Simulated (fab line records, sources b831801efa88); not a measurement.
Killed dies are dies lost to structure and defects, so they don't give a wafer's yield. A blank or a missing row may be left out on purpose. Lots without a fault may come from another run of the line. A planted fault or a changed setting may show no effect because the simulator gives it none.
Problem report in the 8D (eight disciplines) form, filled by code | flow sky130 | the parts of the form that need people (team, actions taken, sign-off) are left out

1. THE PROBLEM
killed_at_front_end at SKY_PAD_OPEN_PROBE_99 reads a mean of 66 on 9 wafers of 3 lots; wafers without a fault read 15 with a standard deviation of 4.8. That is +11 standard deviations from the usual mean.
First seen on wafer L532.1, day 47 13:42, on prober-02. The record holds 15 wafers of 5 lots with a number at this step. Rule for "out", or "out of limits": more than 4 standard deviations from the usual mean. The other wafers with a number count as sound.

2. WHAT IT IS AND WHAT IT IS NOT
question                    | is                     | is not
which readings at this step | killed_at_front_end    | killed_at_M0_to_M3, killed_at_other, killed_open, killed_short
which lots                  | L532, L533, L536       | L545, L547
which wafers of those lots  | all that have a number | -
read on which tools         | prober-01, prober-02   | -
when                        | from day 47 13:42      | up to then (0 sound wafers); but 6 sound wafers of L545, L547 came after

3. SUSPECTS, AND WHAT RULES EACH OUT
Counting: a tool at a process step up to the reading stays a suspect if it ran every lot that is out and no sound lot after the first of them.
- wet_bench-01 at SKY_FIELD_ISO_WET_ETCH_28 (etches SiO2 in dHF, target depth 23.7 nm, time 47 s): kept. It ran every lot that is out, first L532 (day 3 16:19), and no sound lot after that.
Left after counting: wet_bench-01 at SKY_FIELD_ISO_WET_ETCH_28.

4. THE CAUSE (what the simulator had put in)
Chamber particle source: wet_bench-01, from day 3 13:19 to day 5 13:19, at SKY_FIELD_ISO_WET_ETCH_28. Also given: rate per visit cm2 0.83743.
Counting left only this tool.

5. THE CHAIN OF EFFECTS, in route order
Each row: a reading whose mean over the struck wafers that have a number lies more than 3 standard deviations from the usual. Only readings for which the record gives a usual standard deviation are gone through. hours: the time from each lot's start at the first step in this table that gives one to its start at this step, as a median over the lots. sigmas: the change in usual standard deviations.
hours | step                  | reading             | usual | on struck wafers | change | sigmas
0     | SKY_PAD_OPEN_PROBE_99 | killed_at_front_end | 15    | 66               | +51    | +11
0     | SKY_PAD_OPEN_PROBE_99 | killed_dies         | 86    | 131              | +45    | +4.5
The process steps in it:
- SKY_PAD_OPEN_PROBE_99

6. WHAT WOULD HAVE CAUGHT IT SOONER
In this record the first reading out of limits was taken at day 47 13:42, 1056 hours after the fault began at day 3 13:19.
Of the tool readings at SKY_FIELD_ISO_WET_ETCH_28 for which the record gives a usual standard deviation, none was out on any struck wafer, so an alarm limit of 4 standard deviations on them would not have fired.
All the lots that are out (3) had begun SKY_FIELD_ISO_WET_ETCH_28 on wet_bench-01 by day 47 13:42. A hold on the tool at that time would have spared none of them.
